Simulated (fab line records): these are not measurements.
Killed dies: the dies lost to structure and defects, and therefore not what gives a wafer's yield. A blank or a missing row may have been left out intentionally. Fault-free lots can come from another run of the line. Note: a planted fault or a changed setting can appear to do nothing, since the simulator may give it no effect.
fab line records :: flow sky130 :: part 2 of 2: steps 25 to 35 of 35
[record]
  lots = 5
  wafers = 15
  last_day = 50
route steps=708 shown VT_ADJUST_LVTN@110 VT_ADJUST_NCORE@119 VT_ADJUST_HVTR@131 VT_ADJUST_PCH@143
lots with no fault: from the same line, run without faults
start_h: hours from the record's first day to the start of the lot's first wafer shown :: wait_h: hours since the lot's step before :: " unchanged from the row above :: L1.1+2: a row that stands for several wafers :: - no value, or no start was given :: * or withheld: withheld :: < > ~ a bound
route shown NAME@n: a module of which the file shows steps, and the number in the route of the first :: usual: the fault-free wafers' mean and standard deviation :: same: alike in all rows :: chamber/n: place in a boat :: sites: per-site readings :: _std_site: the standard deviation of these :: _edge_site: mean of outer sites minus mean of inner sites :: radius_mm: for every site, how far away it sits from the centre of the wafer :: mask NAME#n: copy n :: behind: the most recent tool/chamber to have shaped the wafer :: hold: the reason the lot was held/the length of the hold in hours/how it ended :: device: the transistor (n, p or np) that didn't switch :: end of line: at the end of the route, the tests of the same wafers :: a step without rows: its recipe alone :: killed: at the first sort, the dies lost to defects and structure; wafer yield is something else :: map: dies across one wafer; x = killed, . = not, _ = none there
set.NAME: the setting the step ran with; set.NAME@STEP: the setting that earlier step ran with :: model.NAME: the simulator's own value behind a step, which no gauge read
lots at selected steps of the route; one table per step, one row per wafer
services: the hour from which a tool's chamber was out of use, counted from the record's first day as start_h (under 0 if before that day), plus the number of hours and why
[[steps]]
[step SKY_VT_ADJUST_HVTR_SOFTBAKE_03]
[recipe]
  temp_c = 90
  time_s = 60
  resist = NOVOLAK
[usual]
  exhaust_pa = 44.9/0.86
  plate_temp_C = 90.03/0.12
lot.wafer: L075.2
tool: litho_track-01
chamber: 0
start_h: 213.22
wait_h: 0.1
exhaust_pa: 45.7
plate_temp_C: 90.18

lot.wafer: L075.4
tool: litho_track-01
chamber: 0
start_h: 213.22
wait_h: 0.1
exhaust_pa: 44.1
plate_temp_C: 89.91

lot.wafer: L075.6
tool: litho_track-01
chamber: 0
start_h: 213.22
wait_h: 0.1
exhaust_pa: 44.3
plate_temp_C: 89.92

lot.wafer: L077.1
tool: litho_track-04
chamber: 0
start_h: 219.11
wait_h: 0.1
exhaust_pa: 45.8
plate_temp_C: 89.97

lot.wafer: L077.2
tool: litho_track-04
chamber: 0
start_h: 219.11
wait_h: 0.1
exhaust_pa: 44.8
plate_temp_C: 90.17

lot.wafer: L077.6
tool: litho_track-04
chamber: 0
start_h: 219.11
wait_h: 0.1
exhaust_pa: 44.7
plate_temp_C: 89.99

lot.wafer: L080.1
tool: litho_track-01
chamber: 0
start_h: 245.70
wait_h: 0.1
exhaust_pa: 43.5
plate_temp_C: 90.10

lot.wafer: L080.2
tool: litho_track-01
chamber: 0
start_h: 245.70
wait_h: 0.1
exhaust_pa: 44.3
plate_temp_C: 90.12

lot.wafer: L080.5
tool: litho_track-01
chamber: 0
start_h: 245.70
wait_h: 0.1
exhaust_pa: 45.0
plate_temp_C: 90.29

lot.wafer: L090.2
tool: litho_track-04
chamber: 0
start_h: 304.28
wait_h: 0.1
exhaust_pa: 44.5
plate_temp_C: 90.20

lot.wafer: L090.4
tool: litho_track-04
chamber: 0
start_h: 304.28
wait_h: 0.1
exhaust_pa: 45.9
plate_temp_C: 89.97

lot.wafer: L090.6
tool: litho_track-04
chamber: 0
start_h: 304.28
wait_h: 0.1
exhaust_pa: 44.5
plate_temp_C: 90.38

lot.wafer: L096.1
tool: litho_track-02
chamber: 0
start_h: 349.03
wait_h: 0.1
exhaust_pa: 45.3
plate_temp_C: 90.01

lot.wafer: L096.2
tool: litho_track-02
chamber: 0
start_h: 349.03
wait_h: 0.1
exhaust_pa: 44.1
plate_temp_C: 90.06

lot.wafer: L096.3
tool: litho_track-02
chamber: 0
start_h: 349.03
wait_h: 0.1
exhaust_pa: 44.5
plate_temp_C: 89.82
[step SKY_VT_ADJUST_HVTR_EXPOSE_04]
[recipe]
  mask_id = HVTRM
  target_cd_nm = 380
  na = 0.6
  source_shape = conventional
  sigma_outer = 0.6
  dose_mj = 147.6
[same]
  na = 0.6
lot.wafer: L075.2+4+6
tool: iline_stepper-02
chamber: 0
start_h: -
wait_h: -
mask: HVTRM#0

lot.wafer: L077.1+2+6
tool: iline_stepper-01
chamber: 0
start_h: -
wait_h: -
mask: HVTRM#0

lot.wafer: L080.1+2+5
tool: iline_stepper-01
chamber: 0
start_h: -
wait_h: -
mask: HVTRM#0

lot.wafer: L090.2+4+6
tool: iline_stepper-02
chamber: 0
start_h: -
wait_h: -
mask: HVTRM#0

lot.wafer: L096.1+2+3
tool: iline_stepper-01
chamber: 0
start_h: -
wait_h: -
mask: HVTRM#0
[step SKY_VT_ADJUST_HVTR_PEB_05]
[recipe]
  temp_c = withheld
  time_s = *
  resist = NOVOLAK
[usual]
  exhaust_pa = 45.2/0.88
lot.wafer: L075.2
tool: litho_track-02
chamber: 0
start_h: -
wait_h: -
exhaust_pa: 45.8

lot.wafer: L075.4
tool: litho_track-02
chamber: 0
start_h: -
wait_h: -
exhaust_pa: 46.6

lot.wafer: L075.6
tool: litho_track-02
chamber: 0
start_h: -
wait_h: -
exhaust_pa: 45.3

lot.wafer: L077.1
tool: litho_track-01
chamber: 0
start_h: -
wait_h: -
exhaust_pa: 45.5

lot.wafer: L077.2
tool: litho_track-01
chamber: 0
start_h: -
wait_h: -
exhaust_pa: 45.6

lot.wafer: L077.6
tool: litho_track-01
chamber: 0
start_h: -
wait_h: -
exhaust_pa: 45.6

lot.wafer: L080.1
tool: litho_track-01
chamber: 0
start_h: -
wait_h: -
exhaust_pa: 46.0

lot.wafer: L080.2
tool: litho_track-01
chamber: 0
start_h: -
wait_h: -
exhaust_pa: 45.0

lot.wafer: L080.5
tool: litho_track-01
chamber: 0
start_h: -
wait_h: -
exhaust_pa: 46.4

lot.wafer: L090.2
tool: litho_track-01
chamber: 0
start_h: -
wait_h: -
exhaust_pa: 44.2

lot.wafer: L090.4
tool: litho_track-01
chamber: 0
start_h: -
wait_h: -
exhaust_pa: 45.4

lot.wafer: L090.6
tool: litho_track-01
chamber: 0
start_h: -
wait_h: -
exhaust_pa: 44.6

lot.wafer: L096.1
tool: litho_track-01
chamber: 0
start_h: -
wait_h: -
exhaust_pa: 46.5

lot.wafer: L096.2
tool: litho_track-01
chamber: 0
start_h: -
wait_h: -
exhaust_pa: 46.3

lot.wafer: L096.3
tool: litho_track-01
chamber: 0
start_h: -
wait_h: -
exhaust_pa: 44.9
[step SKY_VT_ADJUST_HVTR_DEVELOP_06]
[recipe]
  develop_time_s = 60
  dev_temp_c = 23.87
[usual]
  developer_temp_C = 23.89/0.091
  exhaust_pa = 45.1/0.93
lot.wafer: L075.2
tool: litho_track-02
chamber: 0
start_h: 224.31
wait_h: 0.1
developer_temp_C: 23.83
exhaust_pa: 44.8

lot.wafer: L075.4
tool: litho_track-02
chamber: 0
start_h: 224.31
wait_h: 0.1
developer_temp_C: 24.03
exhaust_pa: 44.9

lot.wafer: L075.6
tool: litho_track-02
chamber: 0
start_h: 224.31
wait_h: 0.1
developer_temp_C: 23.93
exhaust_pa: 44.1

lot.wafer: L077.1
tool: litho_track-01
chamber: 0
start_h: 230.20
wait_h: 0.1
developer_temp_C: 23.82
exhaust_pa: 43.3

lot.wafer: L077.2
tool: litho_track-01
chamber: 0
start_h: 230.20
wait_h: 0.1
developer_temp_C: 23.87
exhaust_pa: 44.5

lot.wafer: L077.6
tool: litho_track-01
chamber: 0
start_h: 230.20
wait_h: 0.1
developer_temp_C: 23.93
exhaust_pa: 43.4

lot.wafer: L080.1
tool: litho_track-01
chamber: 0
start_h: 256.70
wait_h: 0.1
developer_temp_C: 23.93
exhaust_pa: 43.8

lot.wafer: L080.2
tool: litho_track-01
chamber: 0
start_h: 256.70
wait_h: 0.1
developer_temp_C: 23.84
exhaust_pa: 43.4

lot.wafer: L080.5
tool: litho_track-01
chamber: 0
start_h: 256.70
wait_h: 0.1
developer_temp_C: 24.03
exhaust_pa: 44.6

lot.wafer: L090.2
tool: litho_track-01
chamber: 0
start_h: 316.82
wait_h: 0.1
developer_temp_C: 23.87
exhaust_pa: 45.0

lot.wafer: L090.4
tool: litho_track-01
chamber: 0
start_h: 316.82
wait_h: 0.1
developer_temp_C: 23.79
exhaust_pa: 44.9

lot.wafer: L090.6
tool: litho_track-01
chamber: 0
start_h: 316.82
wait_h: 0.1
developer_temp_C: 23.97
exhaust_pa: 44.0

lot.wafer: L096.1
tool: litho_track-01
chamber: 0
start_h: 362.89
wait_h: 0.1
developer_temp_C: 23.78
exhaust_pa: 43.9

lot.wafer: L096.2
tool: litho_track-01
chamber: 0
start_h: 362.89
wait_h: 0.1
developer_temp_C: 24.03
exhaust_pa: 45.4

lot.wafer: L096.3
tool: litho_track-01
chamber: 0
start_h: 362.89
wait_h: 0.1
developer_temp_C: 23.81
exhaust_pa: 44.8
[step SKY_VT_ADJUST_HVTR_CD_MEAS_07]
[recipe]
  target_cd_nm = 380
[usual]
  cd_nm = 379.4/2.9
lot.wafer: L075.2
tool: cd_sem-01
chamber: -
start_h: 224.45
wait_h: 0.1
cd_nm: 381.3

lot.wafer: L075.4
tool: cd_sem-01
chamber: -
start_h: 224.45
wait_h: 0.1
cd_nm: 383.0

lot.wafer: L075.6
tool: cd_sem-01
chamber: -
start_h: 224.45
wait_h: 0.1
cd_nm: 382.8

lot.wafer: L077.1
tool: cd_sem-02
chamber: -
start_h: 230.35
wait_h: 0.1
cd_nm: 376.3

lot.wafer: L077.2
tool: cd_sem-02
chamber: -
start_h: 230.35
wait_h: 0.1
cd_nm: 375.2

lot.wafer: L077.6
tool: cd_sem-02
chamber: -
start_h: 230.35
wait_h: 0.1
cd_nm: 376.6

lot.wafer: L080.1
tool: cd_sem-02
chamber: -
start_h: 256.85
wait_h: 0.1
cd_nm: 378.4

lot.wafer: L080.2
tool: cd_sem-02
chamber: -
start_h: 256.85
wait_h: 0.1
cd_nm: 376.3

lot.wafer: L080.5
tool: cd_sem-02
chamber: -
start_h: 256.85
wait_h: 0.1
cd_nm: 376.7

lot.wafer: L090.2
tool: cd_sem-01
chamber: -
start_h: 316.96
wait_h: 0.1
cd_nm: 377.6

lot.wafer: L090.4
tool: cd_sem-01
chamber: -
start_h: 316.96
wait_h: 0.1
cd_nm: 378.1

lot.wafer: L090.6
tool: cd_sem-01
chamber: -
start_h: 316.96
wait_h: 0.1
cd_nm: 378.9

lot.wafer: L096.1
tool: cd_sem-02
chamber: -
start_h: 363.04
wait_h: 0.1
cd_nm: 377.6

lot.wafer: L096.2
tool: cd_sem-02
chamber: -
start_h: 363.04
wait_h: 0.1
cd_nm: 381.4

lot.wafer: L096.3
tool: cd_sem-02
chamber: -
start_h: 363.04
wait_h: 0.1
cd_nm: 379.5
[step SKY_VT_ADJUST_HVTR_OVL_MEAS_08]
[usual]
  VT_ADJUST_HVTR_OVL = -0.5/1.4
lot.wafer: L075.2
tool: overlay-01
chamber: -
start_h: 224.56
wait_h: 0.1
VT_ADJUST_HVTR_OVL[nm]: 0.1

lot.wafer: L075.4
tool: overlay-01
chamber: -
start_h: 224.56
wait_h: 0.1
VT_ADJUST_HVTR_OVL[nm]: -1.2

lot.wafer: L075.6
tool: overlay-01
chamber: -
start_h: 224.56
wait_h: 0.1
VT_ADJUST_HVTR_OVL[nm]: -1.7

lot.wafer: L077.1
tool: overlay-01
chamber: -
start_h: 230.47
wait_h: 0.1
VT_ADJUST_HVTR_OVL[nm]: -0.6

lot.wafer: L077.2
tool: overlay-01
chamber: -
start_h: 230.47
wait_h: 0.1
VT_ADJUST_HVTR_OVL[nm]: -1.4

lot.wafer: L077.6
tool: overlay-01
chamber: -
start_h: 230.47
wait_h: 0.1
VT_ADJUST_HVTR_OVL[nm]: -0.7

lot.wafer: L080.1
tool: overlay-01
chamber: -
start_h: 256.97
wait_h: 0.1
VT_ADJUST_HVTR_OVL[nm]: -0.5

lot.wafer: L080.2
tool: overlay-01
chamber: -
start_h: 256.97
wait_h: 0.1
VT_ADJUST_HVTR_OVL[nm]: -1.5

lot.wafer: L080.5
tool: overlay-01
chamber: -
start_h: 256.97
wait_h: 0.1
VT_ADJUST_HVTR_OVL[nm]: 0.4

lot.wafer: L090.2
tool: overlay-02
chamber: -
start_h: 317.07
wait_h: 0.1
VT_ADJUST_HVTR_OVL[nm]: -0.3

lot.wafer: L090.4
tool: overlay-02
chamber: -
start_h: 317.07
wait_h: 0.1
VT_ADJUST_HVTR_OVL[nm]: -1.8

lot.wafer: L090.6
tool: overlay-02
chamber: -
start_h: 317.07
wait_h: 0.1
VT_ADJUST_HVTR_OVL[nm]: -1.8

lot.wafer: L096.1
tool: overlay-01
chamber: -
start_h: 363.16
wait_h: 0.1
VT_ADJUST_HVTR_OVL[nm]: -2.1

lot.wafer: L096.2
tool: overlay-01
chamber: -
start_h: 363.16
wait_h: 0.1
VT_ADJUST_HVTR_OVL[nm]: -2.6

lot.wafer: L096.3
tool: overlay-01
chamber: -
start_h: 363.16
wait_h: 0.1
VT_ADJUST_HVTR_OVL[nm]: -2.7
[step SKY_VT_ADJUST_HVTR_IMPLANT_09]
[recipe]
  species = B
  energy_kev = 10
  dose_cm2 = 2.1e+12
  tilt_deg = withheld
lot.wafer: L075.2+4+6
tool: implanter-02
chamber: 0
start_h: 224.61
wait_h: 0.0

lot.wafer: L077.1+2+6
tool: implanter-02
chamber: 0
start_h: 230.50
wait_h: 0.0

lot.wafer: L080.1+2+5
tool: implanter-03
chamber: 0
start_h: 257.00
wait_h: 0.0

lot.wafer: L090.2+4+6
tool: implanter-01
chamber: 0
start_h: 317.13
wait_h: 0.0

lot.wafer: L096.1+2+3
tool: implanter-03
chamber: 0
start_h: 363.20
wait_h: 0.0
[step SKY_VT_ADJUST_HVTR_STRIP_10]
[recipe]
  chemistry = O2/N2
  power_w = 1400
  pressure_mtorr = 1500
  platen_temp_c = withheld
  o2_flow_sccm = 3000
  n2_flow_sccm = 300
  overash_fraction = 0.5
[usual]
  drypump_motor_current_A = 5.8/0.52
  oes_product_au = 0.716/0.0042
  strip_time_to_endpoint_s = 14.19/0.047
lot.wafer: L075.2
tool: plasma_asher-02
chamber: 0
start_h: 224.74
wait_h: 0.1
drypump_motor_current_A: 6.0
oes_product_au: 0.720
rf_hours_counter_h: 56
strip_time_to_endpoint_s: 14.21

lot.wafer: L075.4
tool: plasma_asher-02
chamber: 1
start_h: 224.74
wait_h: 0.1
drypump_motor_current_A: 5.0
oes_product_au: 0.728
rf_hours_counter_h: -
strip_time_to_endpoint_s: 14.29

lot.wafer: L075.6
tool: plasma_asher-02
chamber: 1
start_h: 224.74
wait_h: 0.1
drypump_motor_current_A: 5.0
oes_product_au: 0.716
rf_hours_counter_h: -
strip_time_to_endpoint_s: 14.28

lot.wafer: L077.1
tool: plasma_asher-04
chamber: 0
start_h: 230.65
wait_h: 0.1
drypump_motor_current_A: 5.9
oes_product_au: 0.718
rf_hours_counter_h: 42
strip_time_to_endpoint_s: 14.17

lot.wafer: L077.2
tool: plasma_asher-04
chamber: 1
start_h: 230.65
wait_h: 0.1
drypump_motor_current_A: 5.6
oes_product_au: 0.709
rf_hours_counter_h: 42
strip_time_to_endpoint_s: 14.19

lot.wafer: L077.6
tool: plasma_asher-04
chamber: 1
start_h: 230.65
wait_h: 0.1
drypump_motor_current_A: 5.6
oes_product_au: 0.718
rf_hours_counter_h: -
strip_time_to_endpoint_s: 14.18

lot.wafer: L080.1
tool: plasma_asher-04
chamber: 1
start_h: 257.15
wait_h: 0.1
drypump_motor_current_A: 5.6
oes_product_au: 0.719
rf_hours_counter_h: 44
strip_time_to_endpoint_s: 14.20

lot.wafer: L080.2
tool: plasma_asher-04
chamber: 0
start_h: 257.15
wait_h: 0.1
drypump_motor_current_A: 5.9
oes_product_au: 0.715
rf_hours_counter_h: 44
strip_time_to_endpoint_s: 14.19

lot.wafer: L080.5
tool: plasma_asher-04
chamber: 1
start_h: 257.15
wait_h: 0.1
drypump_motor_current_A: 5.6
oes_product_au: 0.715
rf_hours_counter_h: -
strip_time_to_endpoint_s: 14.22

lot.wafer: L090.2
tool: plasma_asher-01
chamber: 0
start_h: 317.25
wait_h: 0.1
drypump_motor_current_A: 5.6
oes_product_au: 0.719
rf_hours_counter_h: 61
strip_time_to_endpoint_s: 14.21

lot.wafer: L090.4
tool: plasma_asher-01
chamber: 1
start_h: 317.25
wait_h: 0.1
drypump_motor_current_A: 6.7
oes_product_au: 0.715
rf_hours_counter_h: -
strip_time_to_endpoint_s: 14.21

lot.wafer: L090.6
tool: plasma_asher-01
chamber: 0
start_h: 317.25
wait_h: 0.1
drypump_motor_current_A: 5.5
oes_product_au: 0.728
rf_hours_counter_h: -
strip_time_to_endpoint_s: 14.18

lot.wafer: L096.1
tool: plasma_asher-02
chamber: 1
start_h: 363.35
wait_h: 0.1
drypump_motor_current_A: 5.0
oes_product_au: 0.714
rf_hours_counter_h: 70
strip_time_to_endpoint_s: 14.20

lot.wafer: L096.2
tool: plasma_asher-02
chamber: 0
start_h: 363.35
wait_h: 0.1
drypump_motor_current_A: 6.0
oes_product_au: 0.719
rf_hours_counter_h: 70
strip_time_to_endpoint_s: 14.23

lot.wafer: L096.3
tool: plasma_asher-02
chamber: 1
start_h: 363.35
wait_h: 0.1
drypump_motor_current_A: 5.0
oes_product_au: 0.719
rf_hours_counter_h: -
strip_time_to_endpoint_s: 14.20
[step SKY_VT_ADJUST_HVTR_TW_MEAS_11]
[usual]
  VT_ADJUST_HVTR_TW = 209.8/1.3
lot.wafer: L075.2
tool: film_metro-03
chamber: -
start_h: 224.85
wait_h: 0.1
VT_ADJUST_HVTR_TW: 211.6

lot.wafer: L075.4
tool: film_metro-03
chamber: -
start_h: 224.85
wait_h: 0.1
VT_ADJUST_HVTR_TW: 210.7

lot.wafer: L075.6
tool: film_metro-03
chamber: -
start_h: 224.85
wait_h: 0.1
VT_ADJUST_HVTR_TW: 211.4

lot.wafer: L077.1
tool: film_metro-03
chamber: -
start_h: 230.75
wait_h: 0.1
VT_ADJUST_HVTR_TW: 208.7

lot.wafer: L077.2
tool: film_metro-03
chamber: -
start_h: 230.75
wait_h: 0.1
VT_ADJUST_HVTR_TW: 210.7

lot.wafer: L077.6
tool: film_metro-03
chamber: -
start_h: 230.75
wait_h: 0.1
VT_ADJUST_HVTR_TW: 210.7

lot.wafer: L080.1
tool: film_metro-01
chamber: -
start_h: 257.25
wait_h: 0.1
VT_ADJUST_HVTR_TW: 210.2

lot.wafer: L080.2
tool: film_metro-01
chamber: -
start_h: 257.25
wait_h: 0.1
VT_ADJUST_HVTR_TW: 210.2

lot.wafer: L080.5
tool: film_metro-01
chamber: -
start_h: 257.25
wait_h: 0.1
VT_ADJUST_HVTR_TW: 209.1

lot.wafer: L090.2
tool: film_metro-01
chamber: -
start_h: 317.36
wait_h: 0.1
VT_ADJUST_HVTR_TW: 209.5

lot.wafer: L090.4
tool: film_metro-01
chamber: -
start_h: 317.36
wait_h: 0.1
VT_ADJUST_HVTR_TW: 208.5

lot.wafer: L090.6
tool: film_metro-01
chamber: -
start_h: 317.36
wait_h: 0.1
VT_ADJUST_HVTR_TW: 208.1

lot.wafer: L096.1
tool: film_metro-01
chamber: -
start_h: 363.45
wait_h: 0.1
VT_ADJUST_HVTR_TW: 208.8

lot.wafer: L096.2
tool: film_metro-01
chamber: -
start_h: 363.45
wait_h: 0.1
VT_ADJUST_HVTR_TW: 209.9

lot.wafer: L096.3
tool: film_metro-01
chamber: -
start_h: 363.45
wait_h: 0.1
VT_ADJUST_HVTR_TW: 209.3
[step SKY_VT_ADJUST_PCH_DEHYDRATE_00]
[recipe]
  temp_c = 200
  time_s = 60
[usual]
  exhaust_pa = 44.7/0.84
  plate_temp_C = 200.00/0.16
lot.wafer: L075.2
tool: litho_track-02
chamber: 0
start_h: 235.56
wait_h: 10.7
exhaust_pa: 44.5
plate_temp_C: 199.86

lot.wafer: L075.4
tool: litho_track-02
chamber: 0
start_h: 235.56
wait_h: 10.7
exhaust_pa: 44.8
plate_temp_C: 199.93

lot.wafer: L075.6
tool: litho_track-02
chamber: 0
start_h: 235.56
wait_h: 10.7
exhaust_pa: 43.8
plate_temp_C: 199.80

lot.wafer: L077.1
tool: litho_track-03
chamber: 0
start_h: 241.66
wait_h: 10.9
exhaust_pa: 44.6
plate_temp_C: 199.93

lot.wafer: L077.2
tool: litho_track-03
chamber: 0
start_h: 241.66
wait_h: 10.9
exhaust_pa: 46.4
plate_temp_C: 200.09

lot.wafer: L077.6
tool: litho_track-03
chamber: 0
start_h: 241.66
wait_h: 10.9
exhaust_pa: 45.7
plate_temp_C: 200.26

lot.wafer: L080.1
tool: litho_track-01
chamber: 0
start_h: 267.94
wait_h: 10.7
exhaust_pa: 45.6
plate_temp_C: 200.41

lot.wafer: L080.2
tool: litho_track-01
chamber: 0
start_h: 267.94
wait_h: 10.7
exhaust_pa: 45.6
plate_temp_C: 200.29

lot.wafer: L080.5
tool: litho_track-01
chamber: 0
start_h: 267.94
wait_h: 10.7
exhaust_pa: 45.4
plate_temp_C: 199.97

lot.wafer: L090.2
tool: litho_track-03
chamber: 0
start_h: 330.28
wait_h: 12.9
exhaust_pa: 43.2
plate_temp_C: 199.87

lot.wafer: L090.4
tool: litho_track-03
chamber: 0
start_h: 330.28
wait_h: 12.9
exhaust_pa: 44.4
plate_temp_C: 199.95

lot.wafer: L090.6
tool: litho_track-03
chamber: 0
start_h: 330.28
wait_h: 12.9
exhaust_pa: 43.0
plate_temp_C: 199.85

lot.wafer: L096.1
tool: litho_track-01
chamber: 0
start_h: 376.54
wait_h: 13.1
exhaust_pa: 45.0
plate_temp_C: 200.23

lot.wafer: L096.2
tool: litho_track-01
chamber: 0
start_h: 376.54
wait_h: 13.1
exhaust_pa: 44.4
plate_temp_C: 200.45

lot.wafer: L096.3
tool: litho_track-01
chamber: 0
start_h: 376.54
wait_h: 13.1
exhaust_pa: 43.9
plate_temp_C: 200.28
[step SKY_VT_ADJUST_PCH_HMDS_01]
[recipe]
  prime_time_s = 60
  prime_temp_c = 120
[usual]
  exhaust_pa = 44.9/0.93
[same]
  prime_time_s = 60
lot.wafer: L075.2
tool: litho_track-02
chamber: 0
start_h: 235.71
wait_h: 0.1
exhaust_pa: 45.2

lot.wafer: L075.4
tool: litho_track-02
chamber: 0
start_h: 235.71
wait_h: 0.1
exhaust_pa: 44.2

lot.wafer: L075.6
tool: litho_track-02
chamber: 0
start_h: 235.71
wait_h: 0.1
exhaust_pa: 45.0

lot.wafer: L077.1
tool: litho_track-03
chamber: 0
start_h: 241.81
wait_h: 0.1
exhaust_pa: 46.3

lot.wafer: L077.2
tool: litho_track-03
chamber: 0
start_h: 241.81
wait_h: 0.1
exhaust_pa: 45.5

lot.wafer: L077.6
tool: litho_track-03
chamber: 0
start_h: 241.81
wait_h: 0.1
exhaust_pa: 44.9

lot.wafer: L080.1
tool: litho_track-01
chamber: 0
start_h: 268.09
wait_h: 0.1
exhaust_pa: 45.4

lot.wafer: L080.2
tool: litho_track-01
chamber: 0
start_h: 268.09
wait_h: 0.1
exhaust_pa: 45.8

lot.wafer: L080.5
tool: litho_track-01
chamber: 0
start_h: 268.09
wait_h: 0.1
exhaust_pa: 47.1

lot.wafer: L090.2
tool: litho_track-03
chamber: 0
start_h: 330.43
wait_h: 0.1
exhaust_pa: 43.6

lot.wafer: L090.4
tool: litho_track-03
chamber: 0
start_h: 330.43
wait_h: 0.1
exhaust_pa: 43.2

lot.wafer: L090.6
tool: litho_track-03
chamber: 0
start_h: 330.43
wait_h: 0.1
exhaust_pa: 43.7

lot.wafer: L096.1
tool: litho_track-01
chamber: 0
start_h: 376.69
wait_h: 0.1
exhaust_pa: 45.1

lot.wafer: L096.2
tool: litho_track-01
chamber: 0
start_h: 376.69
wait_h: 0.1
exhaust_pa: 45.1

lot.wafer: L096.3
tool: litho_track-01
chamber: 0
start_h: 376.69
wait_h: 0.1
exhaust_pa: 44.8
[[services]]
tool: implanter-04
chamber: -
start_h: 152.55
hours: 3.5
kind: repair

tool: implanter-04
chamber: -
start_h: 156.76
hours: 19.5
kind: pm

tool: plasma_asher-02
chamber: -
start_h: 157.40
hours: 0.4
kind: repair

tool: plasma_asher-02
chamber: -
start_h: 175.27
hours: 1.8
kind: repair

tool: implanter-04
chamber: -
start_h: 176.29
hours: 3.7
kind: pm

tool: implanter-02
chamber: -
start_h: 188.36
hours: 1.1
kind: repair

tool: plasma_asher-01
chamber: -
start_h: 206.01
hours: 6.3
kind: repair

tool: implanter-03
chamber: -
start_h: 206.82
hours: 5.8
kind: pm

tool: implanter-01
chamber: -
start_h: 206.83
hours: 6.3
kind: pm

tool: implanter-01
chamber: -
start_h: 238.47
hours: 2.3
kind: repair

tool: iline_stepper-01
chamber: -
start_h: 250.90
hours: 3.5
kind: repair

tool: plasma_asher-01
chamber: -
start_h: 254.36
hours: 20.7
kind: repair

tool: iline_stepper-02
chamber: -
start_h: 263.75
hours: 1.7
kind: pm

tool: implanter-04
chamber: -
start_h: 278.83
hours: 3.8
kind: repair

tool: implanter-02
chamber: -
start_h: 286.79
hours: 3.9
kind: repair

tool: plasma_asher-02
chamber: -
start_h: 334.86
hours: 4.1
kind: repair

tool: implanter-01
chamber: -
start_h: 338.16
hours: 3.8
kind: repair

tool: implanter-03
chamber: -
start_h: 350.21
hours: 5.7
kind: repair

tool: implanter-01
chamber: -
start_h: 354.79
hours: 5.0
kind: repair

tool: iline_stepper-01
chamber: -
start_h: 360.48
hours: 1.7
kind: pm

tool: implanter-04
chamber: -
start_h: 363.25
hours: 4.3
kind: repair

tool: plasma_asher-01
chamber: -
start_h: 371.14
hours: 25.5
kind: pm
